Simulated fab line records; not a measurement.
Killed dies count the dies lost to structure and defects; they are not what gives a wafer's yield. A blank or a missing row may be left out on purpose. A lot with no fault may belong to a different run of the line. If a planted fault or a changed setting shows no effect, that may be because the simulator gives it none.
fab line records | flow sky130
record: lots: 6 | wafers: 18 | lastDay: 50
route steps=708 shown VIA2@525 METAL3@532 CAPM@537 PAD_OPEN@708
lots that met no fault: taken from a fault-free run of the same line
startH: hours from the record's first day to the start of the lot's first wafer shown | waitH: how many hours have passed since the lot's step before this one | " as in the row above | L1.1+2: one row covering several wafers at once | - no value present, or no start provided | * or withheld: withheld | < > ~ a bound
route shown NAME@n: names a module that has steps shown in the file, with the first one's number in the route | usual: mean/standard deviation of fault-free wafers | same: alike in all rows | chamber/n: place in a boat | sites: readings site by site | _std_site: how widely they spread, as a standard deviation | _edge_site: the outer-site mean with the inner-site mean subtracted | radiusMm: for every site, how far away it sits from the centre of the wafer | mask NAME#n: copy n | behind: the most recent tool/chamber to have shaped the wafer | hold: why the lot was held/for how many hours/how that ended | device: names the non-switching transistor (n, p or np) | end of line: the route-end tests of the same wafers | a step given without rows: its recipe and nothing more | killed: dies that structure and defects cost at the first sort, which is not the same as the wafer's yield | map: shows each die of a wafer: x if killed, . if not, _ if none is there
set.NAME: the setting the step ran with; set.NAME@STEP: the setting that earlier step ran with | model.NAME: the simulator's own value behind a step, which no gauge read
lots seen at some steps along the route; tables by step, rows by wafer
services: from which hour (startH, from the record's first day; less than 0 if before it) a tool's chamber was out of use, for how many hours, and why
== steps ==
step: SKY_VIA2_CLEAN_18
recipe: chemistry: IPA | timeS: 180 | tempC: 25
step: SKY_VIA2_CLEAN_19
recipe: chemistry: O3/DIW | dry: n2Spin
step: SKY_VIA2_SPUTTER_20
recipe: material: TiN | targetThkNm: 20 | chamberPressurePa: 5 | powerW: 4000 | timeS: 80
step: SKY_VIA2_CVD_21
recipe: material: W | targetThkNm: 420 | timeS: 126.4 | tempC: 400 | pressureTorr: 40
usual: chamberPressureTorr: 40.02/0.09 | heaterPowerW: 876/81 | susceptorTempC: 399.98/0.22
lot.wafer | tool    | chamber | startH  | waitH | chamberPressureTorr | heaterPowerW | susceptorTempC
L875.4    | cvdW-01 | 0       | 920.99  | 0.1   | 39.89               | 944          | 400.06
L875.5    | "       | 1       | "       | "     | 39.94               | 913          | 399.66
L875.6    | "       | 0       | "       | "     | 39.98               | 932          | 400.38
L877.1    | cvdW-01 | 1       | 932.16  | 0.0   | 39.96               | 874          | 400.20
L877.3    | "       | 1       | "       | "     | 40.10               | 928          | 400.00
L877.4    | "       | 0       | "       | "     | 39.94               | 955          | 399.59
L878.1    | cvdW-02 | 1       | 949.18  | 0.0   | 40.09               | 697          | 400.53
L878.2    | "       | 0       | "       | "     | 40.04               | 883          | 399.76
L878.3    | "       | 0       | "       | "     | 40.13               | 906          | 399.71
L879.3    | cvdW-02 | 0       | 958.86  | 0.1   | 40.00               | 893          | 400.21
L879.4    | "       | 1       | "       | "     | 40.12               | 719          | 400.01
L879.5    | "       | 1       | "       | "     | 39.98               | 722          | 399.96
L882.2    | cvdW-01 | 0       | 970.43  | 0.0   | 40.10               | 924          | 400.13
L882.3    | "       | 0       | "       | "     | 39.95               | 916          | 399.85
L882.5    | "       | 1       | "       | "     | 40.05               | 906          | 400.27
L887.3    | cvdW-02 | 1       | 1007.43 | 0.1   | 39.97               | 711          | 399.70
L887.5    | "       | 1       | "       | "     | 39.88               | 689          | 399.78
L887.6    | "       | 1       | "       | "     | 39.94               | 708          | 399.85
step: SKY_VIA2_RS_MEAS_22
recipe: thkMeasGauge: four-point-probe | reads: W_of_VIA2_CVD_21+TiN_of_VIA2_SPUTTER_20
usual: VIA2_W_RS: 0.270/0.0033
lot.wafer | tool         | chamber | startH  | waitH | VIA2_W_RS[ohm/sq]
L875.4    | filmMetro-02 | -       | 921.14  | 0.1   | 0.272
L875.5    | "            | -       | "       | "     | 0.268
L875.6    | "            | -       | "       | "     | 0.269
L877.1    | filmMetro-04 | -       | 932.29  | 0.1   | 0.270
L877.3    | "            | -       | "       | "     | 0.268
L877.4    | "            | -       | "       | "     | 0.269
L878.1    | filmMetro-04 | -       | 949.31  | 0.1   | 0.273
L878.2    | "            | -       | "       | "     | 0.276
L878.3    | "            | -       | "       | "     | 0.275
L879.3    | filmMetro-04 | -       | 958.99  | 0.1   | 0.276
L879.4    | "            | -       | "       | "     | 0.275
L879.5    | "            | -       | "       | "     | 0.274
L882.2    | filmMetro-01 | -       | 970.60  | 0.1   | 0.270
L882.3    | "            | -       | "       | "     | 0.268
L882.5    | "            | -       | "       | "     | 0.270
L887.3    | filmMetro-01 | -       | 1007.64 | 0.2   | 0.267
L887.5    | "            | -       | "       | "     | 0.273
L887.6    | "            | -       | "       | "     | 0.273
step: SKY_VIA2_THK_MEAS_23
recipe: thkMeasGauge: xrf | reads: W_of_VIA2_CVD_21
usual: VIA2_W_THK: 410/5.1
lot.wafer | tool         | chamber | startH  | waitH | VIA2_W_THK[nm]
L875.4    | filmMetro-02 | -       | 921.23  | 0.1   | 408
L875.5    | "            | -       | "       | "     | 414
L875.6    | "            | -       | "       | "     | 406
L877.1    | filmMetro-04 | -       | 932.41  | 0.1   | 410
L877.3    | "            | -       | "       | "     | 413
L877.4    | "            | -       | "       | "     | 411
L878.1    | filmMetro-04 | -       | 949.43  | 0.1   | 405
L878.2    | "            | -       | "       | "     | 406
L878.3    | "            | -       | "       | "     | 403
L879.3    | filmMetro-04 | -       | 959.09  | 0.1   | 402
L879.4    | "            | -       | "       | "     | 403
L879.5    | "            | -       | "       | "     | 405
L882.2    | filmMetro-01 | -       | 970.71  | 0.1   | 405
L882.3    | "            | -       | "       | "     | 406
L882.5    | "            | -       | "       | "     | 406
L887.3    | filmMetro-01 | -       | 1007.74 | 0.1   | 409
L887.5    | "            | -       | "       | "     | 398
L887.6    | "            | -       | "       | "     | 402
step: SKY_VIA2_CMP_24
recipe: stopOn: SiO2 | tOverpolishS: 20 | downForcePsi: 3.5 | platenRpm: 60 | targetThkNm: 0 | padVelocityMS: 0.94248
step: SKY_METAL3_SPUTTER_00
recipe: material: Ti | targetThkNm: 15 | powerW: 3000 | timeS: 10 | chamberPressurePa: 0.4
usual: throttleValvePct: 30.0/1.4
lot.wafer | tool          | chamber | startH  | waitH | throttleValvePct
L875.4    | pvdSputter-03 | -       | 921.56  | 0.2   | 29.5
L875.5    | "             | -       | "       | "     | 31.7
L875.6    | "             | -       | "       | "     | 29.8
L877.1    | pvdSputter-03 | -       | 932.77  | 0.2   | 30.2
L877.3    | "             | -       | "       | "     | 27.3
L877.4    | "             | -       | "       | "     | 29.5
L878.1    | pvdSputter-02 | -       | 949.79  | 0.1   | 29.7
L878.2    | "             | -       | "       | "     | 29.3
L878.3    | "             | -       | "       | "     | 29.4
L879.3    | pvdSputter-02 | -       | 959.43  | 0.2   | 29.8
L879.4    | "             | -       | "       | "     | 29.1
L879.5    | "             | -       | "       | "     | 29.7
L882.2    | pvdSputter-04 | -       | 971.06  | 0.1   | 28.3
L882.3    | "             | -       | "       | "     | 32.3
L882.5    | "             | -       | "       | "     | 30.5
L887.3    | pvdSputter-03 | -       | 1008.08 | 0.2   | 31.8
L887.5    | "             | -       | "       | "     | 31.9
L887.6    | "             | -       | "       | "     | 29.4
step: SKY_METAL3_SPUTTER_01
recipe: material: TiN | targetThkNm: 20 | powerW: 6500 | timeS: 16.7 | chamberPressurePa: 0.4
usual: throttleValvePct: 30.0/1.5
lot.wafer | tool          | chamber | startH  | waitH | throttleValvePct
L875.4    | pvdSputter-03 | -       | 921.58  | 0.0   | 29.7
L875.5    | "             | -       | "       | "     | 31.7
L875.6    | "             | -       | "       | "     | 29.6
L877.1    | pvdSputter-03 | -       | 932.80  | 0.0   | 29.9
L877.3    | "             | -       | "       | "     | 27.1
L877.4    | "             | -       | "       | "     | 29.7
L878.1    | pvdSputter-02 | -       | 949.82  | 0.0   | 29.9
L878.2    | "             | -       | "       | "     | 29.2
L878.3    | "             | -       | "       | "     | 29.3
L879.3    | pvdSputter-02 | -       | 959.45  | 0.0   | 30.2
L879.4    | "             | -       | "       | "     | 29.1
L879.5    | "             | -       | "       | "     | 30.1
L882.2    | pvdSputter-04 | -       | 971.08  | 0.0   | 28.5
L882.3    | "             | -       | "       | "     | 32.2
L882.5    | "             | -       | "       | "     | 30.5
L887.3    | pvdSputter-03 | -       | 1008.10 | 0.0   | 31.7
L887.5    | "             | -       | "       | "     | 31.7
L887.6    | "             | -       | "       | "     | 29.5
step: SKY_METAL3_SPUTTER_02
recipe: material: AlCu | targetThkNm: 735 | powerW: 10600 | timeS: 39.1 | chamberPressurePa: 0.4
usual: throttleValvePct: 30.0/1.5
lot.wafer | tool          | chamber | startH  | waitH | throttleValvePct
L875.4    | pvdSputter-03 | -       | 921.60  | 0.0   | 29.5
L875.5    | "             | -       | "       | "     | 31.6
L875.6    | "             | -       | "       | "     | 29.7
L877.1    | pvdSputter-03 | -       | 932.82  | 0.0   | 30.2
L877.3    | "             | -       | "       | "     | 27.0
L877.4    | "             | -       | "       | "     | 29.9
L878.1    | pvdSputter-02 | -       | 949.84  | 0.0   | 29.8
L878.2    | "             | -       | "       | "     | 29.5
L878.3    | "             | -       | "       | "     | 29.1
L879.3    | pvdSputter-02 | -       | 959.48  | 0.0   | 29.6
L879.4    | "             | -       | "       | "     | 29.0
L879.5    | "             | -       | "       | "     | 29.7
L882.2    | pvdSputter-04 | -       | 971.10  | 0.0   | 28.5
L882.3    | "             | -       | "       | "     | 32.3
L882.5    | "             | -       | "       | "     | 30.0
L887.3    | pvdSputter-03 | -       | 1008.13 | 0.0   | 31.8
L887.5    | "             | -       | "       | "     | 31.9
L887.6    | "             | -       | "       | "     | 29.7
step: SKY_METAL3_SPUTTER_03
recipe: material: Ti | targetThkNm: 5 | powerW: 3000 | timeS: 3.3 | chamberPressurePa: 0.4
step: SKY_METAL3_SPUTTER_04
recipe: material: TiN | targetThkNm: 70 | powerW: 6500 | timeS: 58.3 | chamberPressurePa: 0.4
step: SKY_CAPM_CVD_00
recipe: material: SiO2 | targetThkNm: 15.5 | tempC: 400 | timeS: withheld | rfW: 450
usual: heaterPowerW: 717/63 | rfFwdPowerW: 441.5/3 | susceptorTempC: 399.96/0.22
lot.wafer | tool     | chamber | startH  | waitH | heaterPowerW | rfFwdPowerW | susceptorTempC | model.SiO2_of_CAPM_CVD_00.thkNm
L875.4    | pecvd-02 | 1       | 921.72  | 0.0   | 799          | 441.0       | 399.61         | 15.6
L875.5    | "        | 2       | "       | "     | 705          | 444.1       | 399.89         | 15.78
L875.6    | "        | 0       | "       | "     | 738          | 371.7       | 399.79         | 14.81
L877.1    | pecvd-02 | 2       | 932.93  | 0.0   | 671          | 442.9       | 399.90         | 15.24
L877.3    | "        | 1       | "       | "     | 792          | 440.7       | 399.99         | 15.21
L877.4    | "        | 0       | "       | "     | 675          | 373.7       | 399.96         | 14.56
L878.1    | pecvd-01 | 0       | 949.95  | 0.0   | 700          | 444.3       | 399.73         | 15.43
L878.2    | "        | 2       | "       | "     | 738          | 440.5       | 399.81         | 15.64
L878.3    | "        | 1       | "       | "     | 848          | 438.0       | 400.08         | 15.64
L879.3    | pecvd-04 | 2       | 959.58  | 0.0   | 734          | 437.9       | 399.88         | 15.3
L879.4    | "        | 2       | "       | "     | 734          | 438.1       | 400.28         | 15.37
L879.5    | "        | 0       | "       | "     | 759          | 437.0       | 399.88         | 15.57
L882.2    | pecvd-01 | 2       | 971.21  | 0.0   | 788          | 435.5       | 400.32         | 15.63
L882.3    | "        | 1       | "       | "     | 821          | 439.1       | 399.85         | 15.3
L882.5    | "        | 2       | "       | "     | 771          | 437.5       | 400.00         | 15.82
L887.3    | pecvd-02 | 0       | 1008.25 | 0.0   | 741          | 446.5       | 399.90         | 15.63
L887.5    | "        | 0       | "       | "     | 714          | 444.1       | 400.01         | 15.69
L887.6    | "        | 1       | "       | "     | 822          | 441.9       | 400.32         | 15.34
step: SKY_CAPM_THK_MEAS_01
recipe: reads: SiO2_of_CAPM_CVD_00
usual: CAPM_CVD_00_THK: 15.46/0.22
lot.wafer | tool         | chamber | startH  | waitH | CAPM_CVD_00_THK[nm]
L875.4    | filmMetro-03 | -       | 921.76  | -     | 15.60
L875.5    | "            | -       | "       | "     | 15.84
L875.6    | "            | -       | "       | "     | 14.78
L877.1    | filmMetro-04 | -       | 932.95  | -     | 15.24
L877.3    | "            | -       | "       | "     | 15.22
L877.4    | "            | -       | "       | "     | 14.60
L878.1    | filmMetro-04 | -       | 949.97  | -     | 15.46
L878.2    | "            | -       | "       | "     | 15.66
L878.3    | "            | -       | "       | "     | 15.65
L879.3    | filmMetro-02 | -       | 959.63  | -     | 15.31
L879.4    | "            | -       | "       | "     | 15.37
L879.5    | "            | -       | "       | "     | 15.58
L882.2    | filmMetro-04 | -       | 971.24  | -     | 15.62
L882.3    | "            | -       | "       | "     | 15.29
L882.5    | "            | -       | "       | "     | 15.79
L887.3    | filmMetro-03 | -       | 1008.29 | -     | 15.61
L887.5    | "            | -       | "       | "     | 15.69
L887.6    | "            | -       | "       | "     | 15.37
step: SKY_CAPM_SPUTTER_02
recipe: material: TiN | targetThkNm: 200 | tempC: 300 | powerW: 6500 | timeS: 169.9 | chamberPressurePa: 0.4
usual: throttleValvePct: 29.9/1.1
lot.wafer | tool          | chamber | startH  | waitH | throttleValvePct
L875.4    | pvdSputter-01 | -       | 921.79  | 0.0   | 30.7
L875.5    | "             | -       | "       | "     | 30.5
L875.6    | "             | -       | "       | "     | 29.0
L877.1    | pvdSputter-01 | -       | 933.01  | 0.1   | 30.8
L877.3    | "             | -       | "       | "     | 29.9
L877.4    | "             | -       | "       | "     | 30.7
L878.1    | pvdSputter-03 | -       | 950.03  | 0.1   | 27.2
L878.2    | "             | -       | "       | "     | 30.2
L878.3    | "             | -       | "       | "     | 31.7
L879.3    | pvdSputter-03 | -       | 959.67  | 0.0   | 31.7
L879.4    | "             | -       | "       | "     | 26.9
L879.5    | "             | -       | "       | "     | 30.4
L882.2    | pvdSputter-03 | -       | 971.29  | 0.0   | 32.0
L882.3    | "             | -       | "       | "     | 30.1
L882.5    | "             | -       | "       | "     | 29.8
L887.3    | pvdSputter-02 | -       | 1008.33 | 0.0   | 29.8
L887.5    | "             | -       | "       | "     | 29.4
L887.6    | "             | -       | "       | "     | 29.7
step: SKY_PAD_OPEN_PROBE_99
usual: defectLimitedYield: 82.4/1.8 | killed_at_M0_to_M3: 44/6.3 | killed_at_M4_up: 3.1/1.8 | killedAtContacts: 25/5.1 | killedAtFrontEnd: 15/4.1 | killedAtOther: 0.3/0.71 | killedDies: 87/8.8 | killedOpen: 47/6.8 | killedShort: 40/6.7 | sort_bin_3_pad_short: 0.9/0.39 | sort_bin_5_function: 10.4/1.5 | sort_bin_6_memory: 6.4/1.1 | sortNPass: 405/8.8 | sortYieldPct: 82.4/1.8
same: grossDies: 492 | killedAtBackSide: 0 | sort_bin_4_leakage[%]: 0 | sort_bin_8_speed[%]: 0
lot.wafer | tool      | chamber | startH  | waitH | defectLimitedYield[%] | killed_at_M0_to_M3 | killed_at_M4_up | killedAtContacts | killedAtFrontEnd | killedAtOther | killedDies | killedOpen | killedShort | sort_bin_3_pad_short[%] | sort_bin_5_function[%] | sort_bin_6_memory[%] | sortNPass | sortYieldPct[%] | model.etest.capMim.bvV | model.etest.capMim.leakLog10ACm2 | model.etest.capMim.cFfUm2
L875.4    | prober-02 | -       | 1133.50 | 0.2   | 83.3                  | 50                 | 2               | 14               | 16               | 0             | 82         | 42         | 40          | 0.6                     | 12.2                   | 3.9                  | 410       | 83.3            | 14.34                  | -9.149                           | 2.331
L875.5    | prober-02 | -       | 1133.55 | 0.2   | 79.9                  | 49                 | 6               | 21               | 23               | 0             | 99         | 36         | 63          | 0.6                     | 12.2                   | 7.3                  | 393       | 79.9            | 14.32                  | -9.088                           | 2.278
L875.6    | prober-02 | -       | 1133.60 | 0.2   | 82.9                  | 43                 | 3               | 30               | 8                | 0             | 84         | 50         | 34          | 0.6                     | 11.6                   | 4.9                  | 408       | 82.9            | 13.38                  | -8.921                           | 2.447
L877.1    | prober-01 | -       | 1143.59 | 0.1   | 82.7                  | 41                 | 3               | 27               | 14               | 0             | 85         | 54         | 31          | 0.6                     | 8.9                    | 7.7                  | 407       | 82.7            | 14.17                  | -9.059                           | 2.372
L877.3    | prober-01 | -       | 1143.69 | 0.2   | 82.9                  | 36                 | 2               | 30               | 16               | 0             | 84         | 43         | 41          | 0.2                     | 10.8                   | 6.1                  | 408       | 82.9            | 13.79                  | -9.044                           | 2.369
L877.4    | prober-01 | -       | 1143.74 | 0.2   | 85.0                  | 42                 | 4               | 16               | 12               | 0             | 74         | 45         | 29          | 0.2                     | 8.5                    | 6.3                  | 418       | 85.0            | 12.68                  | -8.893                           | 2.483
L878.1    | prober-02 | -       | 1154.85 | 0.1   | 80.7                  | 51                 | 3               | 25               | 16               | 0             | 95         | 47         | 48          | 1.0                     | 12.6                   | 5.7                  | 397       | 80.7            | 13.84                  | -9.095                           | 2.361
L878.2    | prober-02 | -       | 1154.90 | 0.1   | 81.7                  | 46                 | 3               | 26               | 15               | 0             | 90         | 56         | 34          | 1.0                     | 12.0                   | 5.3                  | 402       | 81.7            | 13.56                  | -9.199                           | 2.323
L878.3    | prober-02 | -       | 1154.95 | 0.2   | 82.1                  | 49                 | 2               | 20               | 17               | 0             | 88         | 44         | 44          | 1.4                     | 9.6                    | 6.9                  | 404       | 82.1            | 13.54                  | -8.943                           | 2.338
L879.3    | prober-01 | -       | 1163.08 | 0.2   | 81.9                  | 46                 | 2               | 25               | 16               | 0             | 89         | 47         | 42          | 0.6                     | 11.4                   | 6.1                  | 403       | 81.9            | 13.68                  | -9.063                           | 2.367
L879.4    | prober-01 | -       | 1163.13 | 0.2   | 81.3                  | 42                 | 6               | 26               | 18               | 0             | 92         | 53         | 39          | 1.4                     | 11.6                   | 5.7                  | 400       | 81.3            | 13.74                  | -8.897                           | 2.341
L879.5    | prober-01 | -       | 1163.18 | 0.2   | 80.3                  | 44                 | 1               | 31               | 20               | 1             | 97         | 52         | 45          | 1.4                     | 9.1                    | 9.1                  | 395       | 80.3            | 14.03                  | -8.93                            | 2.33
L882.2    | prober-02 | -       | 1172.00 | 0.1   | 86.8                  | 36                 | 4               | 18               | 7                | 0             | 65         | 30         | 35          | 0.8                     | 7.5                    | 4.9                  | 427       | 86.8            | 13.68                  | -8.995                           | 2.317
L882.3    | prober-02 | -       | 1172.05 | 0.2   | 85.2                  | 36                 | 2               | 20               | 15               | 0             | 73         | 45         | 28          | 0.6                     | 9.6                    | 4.7                  | 419       | 85.2            | 13.62                  | -8.97                            | 2.383
L882.5    | prober-02 | -       | 1172.15 | 0.2   | 83.7                  | 50                 | 0               | 21               | 8                | 1             | 80         | 43         | 37          | 0.8                     | 10.8                   | 4.7                  | 412       | 83.7            | 14.23                  | -9.187                           | 2.302
L887.3    | prober-01 | -       | 1197.61 | 0.2   | 82.7                  | 39                 | 2               | 25               | 19               | 0             | 85         | 54         | 31          | 0.8                     | 11.2                   | 5.3                  | 407       | 82.7            | 14.02                  | -9.244                           | 2.325
L887.5    | prober-01 | -       | 1197.71 | 0.2   | 81.3                  | 45                 | 4               | 25               | 15               | 3             | 92         | 48         | 42          | 1.4                     | 11.0                   | 6.3                  | 400       | 81.3            | 14.01                  | -9.067                           | 2.316
L887.6    | prober-01 | -       | 1197.76 | 0.2   | 80.7                  | 38                 | 1               | 32               | 24               | 0             | 95         | 49         | 46          | 1.6                     | 8.7                    | 8.9                  | 397       | 80.7            | 13.7                   | -9.099                           | 2.353
killed by level:class
L875.4 VIA1:geometricParticle:open=10 VIA1:geometricParticle:short=8 VIA3:geometricParticle:open=8 METAL2:geometricParticle:short=7 CONTACT:geometricParticle:open=7 FIELD_ISO:geometricParticle:open=5 CONTACT:geometricParticle:short=4 METAL1:geometricParticle:short=4
L875.5 FIELD_ISO:geometricParticle:short=13 METAL2:geometricParticle:short=10 VIA3:geometricParticle:short=8 VIA3:geometricParticle:open=7 METAL4:geometricParticle:short=6 CONTACT:geometricParticle:open=6 VIA1:geometricParticle:open=6 VIA1:geometricParticle:short=5
L875.6 CONTACT:geometricParticle:open=10 VIA1:geometricParticle:open=10 LI_CONTACT:geometricParticle:open=8 VIA3:geometricParticle:open=8 VIA2:geometricParticle:open=6 VIA3:geometricParticle:short=6 LI_CONTACT:geometricParticle:short=4 CONTACT:geometricParticle:short=4
L877.1 LI_CONTACT:geometricParticle:open=12 VIA2:geometricParticle:open=10 FIELD_ISO:geometricParticle:open=9 VIA1:geometricParticle:open=7 CONTACT:geometricParticle:open=6 VIA2:geometricParticle:short=6 VIA3:geometricParticle:open=5 CONTACT:geometricParticle:short=4
L877.3 LI_CONTACT:geometricParticle:open=11 CONTACT:geometricParticle:open=10 VIA1:geometricParticle:open=7 METAL2:geometricParticle:short=7 LOCAL_INTERCONNECT:geometricParticle:short=6 FIELD_ISO:geometricParticle:open=5 METAL1:geometricParticle:short=5 VIA1:geometricParticle:short=5
L877.4 VIA1:geometricParticle:open=12 CONTACT:geometricParticle:open=6 VIA3:geometricParticle:open=6 VIA2:geometricParticle:short=5 FIELD_ISO:geometricParticle:open=4 METAL4:geometricParticle:short=4 METAL1:geometricParticle:short=4 METAL2:geometricParticle:open=4
L878.1 VIA1:geometricParticle:open=15 VIA1:geometricParticle:short=10 LI_CONTACT:geometricParticle:open=9 POLY_GATE:geometricParticle:short=8 CONTACT:geometricParticle:open=7 METAL1:geometricParticle:short=6 VIA2:geometricParticle:open=6 FIELD_ISO:geometricParticle:short=4
L878.2 VIA1:geometricParticle:open=12 CONTACT:geometricParticle:open=11 LI_CONTACT:geometricParticle:open=9 METAL2:geometricParticle:short=9 VIA3:geometricParticle:open=9 METAL1:geometricParticle:short=6 FIELD_ISO:geometricParticle:open=5 LOCAL_INTERCONNECT:geometricParticle:short=5
L878.3 VIA1:geometricParticle:open=11 FIELD_ISO:geometricParticle:short=7 METAL2:geometricParticle:short=7 VIA2:geometricParticle:open=6 VIA3:geometricParticle:open=6 LI_CONTACT:geometricParticle:open=5 LI_CONTACT:geometricParticle:short=4 LOCAL_INTERCONNECT:geometricParticle:short=4
L879.3 METAL1:geometricParticle:short=10 VIA1:geometricParticle:open=9 LI_CONTACT:geometricParticle:open=8 CONTACT:geometricParticle:open=7 VIA3:geometricParticle:open=6 VIA2:geometricParticle:open=6 METAL2:geometricParticle:short=5 FIELD_ISO:geometricParticle:short=4
L879.4 CONTACT:geometricParticle:open=11 VIA3:geometricParticle:open=8 LI_CONTACT:geometricParticle:open=7 VIA2:geometricParticle:open=7 METAL1:geometricParticle:short=6 VIA1:geometricParticle:open=6 FIELD_ISO:geometricParticle:short=5 METAL2:geometricParticle:short=5
L879.5 LI_CONTACT:geometricParticle:open=14 VIA1:geometricParticle:open=12 FIELD_ISO:geometricParticle:short=7 CONTACT:geometricParticle:short=7 FIELD_ISO:geometricParticle:open=6 LOCAL_INTERCONNECT:geometricParticle:short=5 VIA1:geometricParticle:short=5 METAL2:geometricParticle:short=5
L882.2 VIA1:geometricParticle:open=8 METAL2:geometricParticle:short=6 VIA3:geometricParticle:open=6 CONTACT:geometricParticle:short=5 CONTACT:geometricParticle:open=5 LI_CONTACT:geometricParticle:short=4 LI_CONTACT:geometricParticle:open=4 METAL1:geometricParticle:short=4
L882.3 VIA1:geometricParticle:open=14 CONTACT:geometricParticle:open=8 POLY_GATE:geometricParticle:open=6 VIA2:geometricParticle:open=6 LI_CONTACT:geometricParticle:open=4 CONTACT:geometricParticle:short=4 FIELD_ISO:geometricParticle:short=3 POLY_GATE:geometricParticle:short=3
L882.5 VIA2:geometricParticle:open=12 VIA1:geometricParticle:open=9 CONTACT:geometricParticle:open=7 METAL2:geometricParticle:short=6 LI_CONTACT:geometricParticle:open=6 VIA1:geometricParticle:short=5 POLY_GATE:geometricParticle:short=4 CONTACT:geometricParticle:short=4
L887.3 VIA1:geometricParticle:open=13 LI_CONTACT:geometricParticle:open=8 CONTACT:geometricParticle:short=6 VIA2:geometricParticle:open=6 VIA3:geometricParticle:open=6 FIELD_ISO:geometricParticle:short=5 CONTACT:geometricParticle:open=5 FIELD_ISO:geometricParticle:open=4
L887.5 VIA1:geometricParticle:open=15 CONTACT:geometricParticle:open=9 VIA2:geometricParticle:open=9 METAL1:geometricParticle:short=6 CONTACT:geometricParticle:short=6 FIELD_ISO:geometricParticle:open=5 LOCAL_INTERCONNECT:geometricParticle:short=5 POLY_GATE:geometricParticle:short=4
L887.6 LOCAL_INTERCONNECT:geometricParticle:short=13 VIA1:geometricParticle:open=11 FIELD_ISO:geometricParticle:short=7 POLY_GATE:geometricParticle:open=6 LI_CONTACT:geometricParticle:open=6 CONTACT:geometricParticle:open=6 FIELD_ISO:geometricParticle:open=5 CONTACT:geometricParticle:short=5
== services ==
tool          | chamber | startH  | hours | kind
pecvd-02      | 2       | 902.73  | 2.1   | scheduledDown
cvdW-02       | -       | 904.00  | 14.0  | pm
cvdW-02       | 0       | 904.00  | 14.0  | ventCycle
cvdW-02       | 1       | 904.00  | 14.0  | ventCycle
pvdSputter-03 | -       | 910.80  | 4.8   | repair
pvdSputter-02 | -       | 911.97  | 3.1   | repair
cvdW-02       | 0       | 918.00  | -     | clean
cvdW-02       | 1       | 918.00  | -     | clean
pvdSputter-02 | -       | 924.66  | 0.9   | repair
pecvd-02      | 2       | 938.77  | 5.5   | scheduledDown
pvdSputter-03 | 1       | 946.64  | -     | consumableReplace:kit
pvdSputter-03 | 1       | 946.64  | 18.0  | scheduledDown
pvdSputter-03 | 1       | 946.64  | 18.0  | ventCycle
pecvd-04      | -       | 953.01  | 0.3   | repair
cvdW-02       | -       | 968.45  | 2.8   | pm
pecvd-02      | 2       | 983.56  | -     | clean
pecvd-02      | 2       | 983.56  | 29.5  | scheduledDown
pecvd-02      | 2       | 983.56  | 29.5  | ventCycle
pecvd-01      | 1       | 992.85  | 19.9  | repair
pvdSputter-01 | -       | 993.17  | 8.9   | repair
pvdSputter-02 | 0       | 1000.23 | -     | consumableReplace:kit
pvdSputter-02 | 0       | 1000.23 | 18.0  | scheduledDown
pvdSputter-02 | 0       | 1000.23 | 18.0  | ventCycle
cvdW-02       | 0       | 1004.89 | 9.1   | repair
== key ==
firstSign: step: SKY_CAPM_CVD_00 | reading: rfFwdPowerW | direction: down | sigmas: 23 | usual: 441.5 | struck: 372.7
effect: step: SKY_CAPM_THK_MEAS_01 | reading: CAPM_CVD_00_THK | direction: down | sigmas: 3.5 | usual: 15.46 | struck: 14.69
modelEffect: step: SKY_CAPM_CVD_00 | value: SiO2_of_CAPM_CVD_00.thkNm | without: 15.48 | struck: 14.68
modelEffect: step: SKY_PAD_OPEN_PROBE_99 | value: etest.capMim.bvV | without: 13.73 | struck: 13.03
metAt SKY_CAPM_CVD_00
struckWafers L875.6,L877.4
fault: kind: processParameterDrift | tool: pecvd-02 | chamber: 0 | onsetH: 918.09 | steps: SKY_CAPM_CVD_00 | channel: rfW | offset: -72 | shape: step | endH: 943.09 | actsIn: theseRecipesOnly | stated: 450
